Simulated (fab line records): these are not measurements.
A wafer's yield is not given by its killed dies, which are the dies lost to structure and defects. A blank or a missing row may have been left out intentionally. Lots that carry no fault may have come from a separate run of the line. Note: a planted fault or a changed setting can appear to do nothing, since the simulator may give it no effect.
A struck lot beside a sound one	flow sky130	14 out of 708 route steps
Sound: the wafers L342.1, L342.2, L342.3. Struck: wafers L333.1, L333.2, L333.3. The cause comes at the end.
At each step with rows: each side's tool, then ch and its chambers, then its first start. Under that, the readings that differ: sound wafers	struck wafers	difference of the means	sigmas: that difference in standard deviations of wafers without a fault.
alike: readings whose means differ by less than 2 such deviations, and words and numbers that are the same on both sides. not compared: withheld readings, readings that some wafer has no value for, bounds like >300 that may hide the same value, and numbers for which the record gives no deviation and whose values overlap.
Wherever a step has rows on one side only, a row that says differs or no value, or a row with sigmas, the two part there. When numbers do not overlap yet have no deviation, they are printed without sigmas and do not part them. Lack of a reading on every wafer of one side parts them only where that side has two or more wafers.

first, 2 steps without rows for these wafers: SKY_VT_ADJUST_LVTN_PEB_16; SKY_VT_ADJUST_LVTN_DEVELOP_17 (develop time 60 s).
SKY_VT_ADJUST_LVTN_OVL_MEAS_18:
  sound: overlay-01 at day 11 13:55; struck: overlay-01 at day 8 17:20
  alike: VT_ADJUST_LVTN_01_OVL
after that, 1 step had no rows for these wafers: SKY_VT_ADJUST_LVTN_IMPLANT_19.
SKY_VT_ADJUST_LVTN_STRIP_20: strips in O2/N2.
  sound on plasmaAsher-04 ch 0,1, day 11 14:07; struck on plasmaAsher-04 ch 0,1, day 8 17:31
reading	sound	struck	difference	sigmas
stripTimeToEndpointS (s)	14.19 14.17 14.16	14.10 14.05 14.09	-0.09	-2
  alike: drypumpMotorCurrentA, oesProductAu
  not compared: rfHoursCounterH
SKY_VT_ADJUST_LVTN_TW_MEAS_21:
  sound: filmMetro-03 at day 11 14:13; struck: filmMetro-04 at day 8 17:37
  alike: VT_ADJUST_LVTN_2_TW
then, 6 steps without rows for these wafers: SKY_VT_ADJUST_NCORE_DEHYDRATE_00 (time 60 s); SKY_VT_ADJUST_NCORE_HMDS_01 (prime time 60 s); SKY_VT_ADJUST_NCORE_COAT_02 (resist thk 1140 nm); SKY_VT_ADJUST_NCORE_SOFTBAKE_03 (time 60 s); SKY_VT_ADJUST_NCORE_EXPOSE_04 (exposes mask LVTN COMPLEMENT THIN, target cd 380 nm); SKY_VT_ADJUST_NCORE_PEB_05.
SKY_VT_ADJUST_NCORE_DEVELOP_06: develop time 60 s.
  sound on lithoTrack-01 ch 0, day 12 13:13; struck on lithoTrack-04, day 9 15:32
  no value came back on the struck wafers for chillPlateTempC (C), developTimeS (s); on the sound wafers chillPlateTempC (C) reads 23.10 23.07 23.07
SKY_VT_ADJUST_NCORE_CD_MEAS_07 targets a cd of 380 nm.
  sound: cdSem-01 at day 12 13:22; struck: cdSem-01 at day 9 15:41
reading	sound	struck	difference	sigmas
cdNm (nm)	385.1 382.3 382.4	- - -	no value on the struck wafers	

## WHERE THEY PART
Earliest at SKY_VT_ADJUST_LVTN_STRIP_20; latest, in this record, at SKY_VT_ADJUST_NCORE_CD_MEAS_07.

WHY: what the simulator had put in
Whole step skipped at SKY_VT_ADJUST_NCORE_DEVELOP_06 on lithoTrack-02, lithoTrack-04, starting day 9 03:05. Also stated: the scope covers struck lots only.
